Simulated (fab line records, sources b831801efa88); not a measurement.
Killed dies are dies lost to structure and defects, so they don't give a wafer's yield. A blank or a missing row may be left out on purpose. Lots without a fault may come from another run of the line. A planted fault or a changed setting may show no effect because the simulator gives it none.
Split-lot experiment | flow sfq_line | 5 lots, 23 wafers read, on a route of 325 steps

THE SPLIT
At SFQ_TRILAYER_C5_LITHO_PEB_154 (peb time 60 s), the setting peb_temp_c was moved away from the recipe's 115 C on 4 of the 23 wafers read, by -0.9% to +0.9%. The other wafers ran this setting at the recipe's value.

FROM THE SPLIT TO THE READING: what the file shows between them, 1 step
- SFQ_TRILAYER_C5_LITHO_DEVELOP_153: time 60 s

THE READING
C5.cd_nm (the simulator's own value, which no gauge read), in nm, at SFQ_TRILAYER_C5_BARC_OPEN_VIA_ETCH_210 (etches BARC in O2, target depth 125 nm, time 41.7 s). The file gives no usual value for it. The 19 wafers here that ran the recipe average 499.3 nm, standard deviation 0.99 nm.

wafer  | tool, chamber at the split | peb_temp_c as run, C | against the recipe | C5.cd_nm, nm | against lot-mates on the recipe
L074.1 | litho_track-03, 0          | 115                  | recipe             | 498.8        | -
L074.2 | litho_track-03, 0          | 115                  | recipe             | 497.4        | -
L074.3 | litho_track-03, 0          | 115                  | recipe             | 499.6        | -
L074.4 | litho_track-03, 0          | 115                  | recipe             | 498.5        | -
L074.5 | litho_track-03, 0          | 115                  | recipe             | 498.9        | -
L075.1 | litho_track-04, 0          | 115                  | recipe             | 499.1        | -
L075.6 | litho_track-04, 0          | 115                  | recipe             | 499.1        | -
L075.2 | litho_track-04, 0          | 116                  | +0.9%              | 515.8        | +16.3
L075.3 | litho_track-04, 0          | 115                  | recipe             | 500.4        | -
L075.4 | litho_track-04, 0          | 116                  | +0.9%              | 517.4        | +17.9
L076.3 | litho_track-04, 0          | 115                  | recipe             | 499.3        | -
L076.4 | litho_track-04, 0          | 115                  | recipe             | 498.6        | -
L076.6 | litho_track-04, 0          | 115                  | recipe             | 500.1        | -
L081.1 | litho_track-02, 0          | 115                  | recipe             | 499.2        | -
L081.2 | litho_track-02, 0          | 115                  | recipe             | 498.8        | -
L081.3 | litho_track-02, 0          | 115                  | recipe             | 498.9        | -
L081.4 | litho_track-02, 0          | 115                  | recipe             | 498.9        | -
L081.6 | litho_track-02, 0          | 115                  | recipe             | 499.8        | -
L084.1 | litho_track-04, 0          | 114                  | -0.9%              | 480.8        | -19.9
L084.4 | litho_track-04, 0          | 114                  | -0.9%              | 480.8        | -19.9
L084.2 | litho_track-04, 0          | 115                  | recipe             | 501.6        | -
L084.5 | litho_track-04, 0          | 115                  | recipe             | 501.6        | -
L084.3 | litho_track-04, 0          | 115                  | recipe             | 498.8        | -

THE FIT
A straight line over all 23 wafers: C5.cd_nm changes by +20.6 nm for each +1% of peb_temp_c; r = +0.99; the points scatter about the line by 1 nm.
The same after taking each lot's own level away (the mean of its wafers on the recipe; 23 wafers): +21.2 nm for each +1%; r = +0.99; scatter 0.94 nm.
On that fit, the largest move of peb_temp_c shifts the reading by 18 nm.
The lots' own levels span 498.64 to 500.67 nm, that is 2.0 times the standard deviation above.
So the lot-to-lot level changes the slope little: the two slopes agree.
Check: with one of the wafers moved furthest among these (+0.9%) left out of the fit, the line predicts +19 nm for it against its lot-mates. It came out at +16.3 nm against them.

OTHER SPLITS ON THESE WAFERS
These wafers also went through other splits before the reading. Each is held against what the fit with the lots' levels taken away leaves over:
other split on the same wafers                        | wafers away from the commonest value | r with C5.cd_nm (lot level and that fit taken away)
SFQ_TRILAYER_JJ_CE_BARC_OPEN_RIE_150 pressure_mtorr   | 10                                   | -0.21
SFQ_TRILAYER_M5_LITHO_EXPOSE_124 dose_mj              | 11                                   | +0.07
SFQ_TRILAYER_M5_BARC_OPEN_METAL_ETCH_161 icp_w        | 11                                   | +0.20
SFQ_TRILAYER_R5_LITHO_COAT_141 resist_thk_nm          | 10                                   | +0.03
SFQ_TRILAYER_R5_ETCH_METAL_ETCH_139 icp_w             | 5                                    | +0.21
SFQ_TRILAYER_I5_LITHO_COAT_144 spin_rpm               | 8                                    | +0.03
SFQ_TRILAYER_I5_BARC_OPEN_VIA_ETCH_200 pressure_mtorr | 15                                   | -0.08

THE FILE'S OWN FIT
C5.cd_nm changes by +21.2 nm for each +1% of peb_temp_c, r = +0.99.
